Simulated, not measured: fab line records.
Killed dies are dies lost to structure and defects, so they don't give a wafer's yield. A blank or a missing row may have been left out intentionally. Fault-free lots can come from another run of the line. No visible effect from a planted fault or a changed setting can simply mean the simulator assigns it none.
Which tool is to blame? | flow gf180mcu | 6 lots, 18 wafers sampled, at 3 steps of a route of 602

== WHAT EACH GAUGE READ, for each wafer ==
GF_VT_IMPLANT_OVL_MEAS_40.
lot  | measured     | on         | VT_IMPLANT_03_OVL (nm)
L907 | day 8 05:19  | overlay-02 | -2.9 -1.3 -1.1
L909 | day 8 16:43  | overlay-02 | 1.0 0.6 0.7
L911 | day 9 06:01  | overlay-02 | -3.3 -2.6 -2.9
L915 | day 10 06:52 | overlay-01 | 0.0 1.6 -1.4
L925 | day 13 02:17 | overlay-01 | -1.6 -1.5 -1.9

== WHICH TOOL RAN EACH LOT (tool, then ch and the chambers of the sampled wafers, then the start) ==
lot  | GF_STI_ETCH_13                    | GF_STI_STRIP_15
L907 | rie-diel-04 ch 0,2,3, day 2 12:17 | plasma-asher-02 ch 0,1, day 2 12:30
L909 | rie-diel-03 ch 0,3, day 2 21:30   | plasma-asher-01 ch 0,1, day 2 21:39
L911 | rie-diel-01 ch 0,2,3, day 3 09:23 | plasma-asher-01 ch 0,1, day 3 09:34
L915 | rie-diel-01 ch 0,2,3, day 4 04:47 | plasma-asher-04 ch 0,1, day 4 04:57
L919 | rie-diel-01 ch 0,2, day 5 01:43   | plasma-asher-02 ch 0,1, day 5 01:53
L925 | rie-diel-04 ch 1,2, day 6 08:44   | plasma-asher-02 ch 0,1, day 6 08:55
- GF_STI_ETCH_13: etches the open film in CHF3/O2, stops on Si, target depth 282.31 nm, time 112.9 s.
- GF_STI_STRIP_15: strips in O2/N2.

== THE ANSWER, worked out from the rows above alone ==
Rule: the usual values come from the lots themselves. Put in order of their means at a reading, lots are off if they are a third of the lots or fewer, leave a main group of 4 or more, and stand apart from it by a gap of 3 or more times the standard deviation of the main group's means; of several such gaps the widest counts. The tables above print the reading to a certain number of digits; a main group whose means all agree to those digits is not used. A lot without any number at a reading at which 4 lots or more have one is off too. The other lots that the step has rows for count as sound.
Nothing can be told from this: no lot is off at any reading shown.

== WHAT THE SIMULATOR HAD INSERTED ==
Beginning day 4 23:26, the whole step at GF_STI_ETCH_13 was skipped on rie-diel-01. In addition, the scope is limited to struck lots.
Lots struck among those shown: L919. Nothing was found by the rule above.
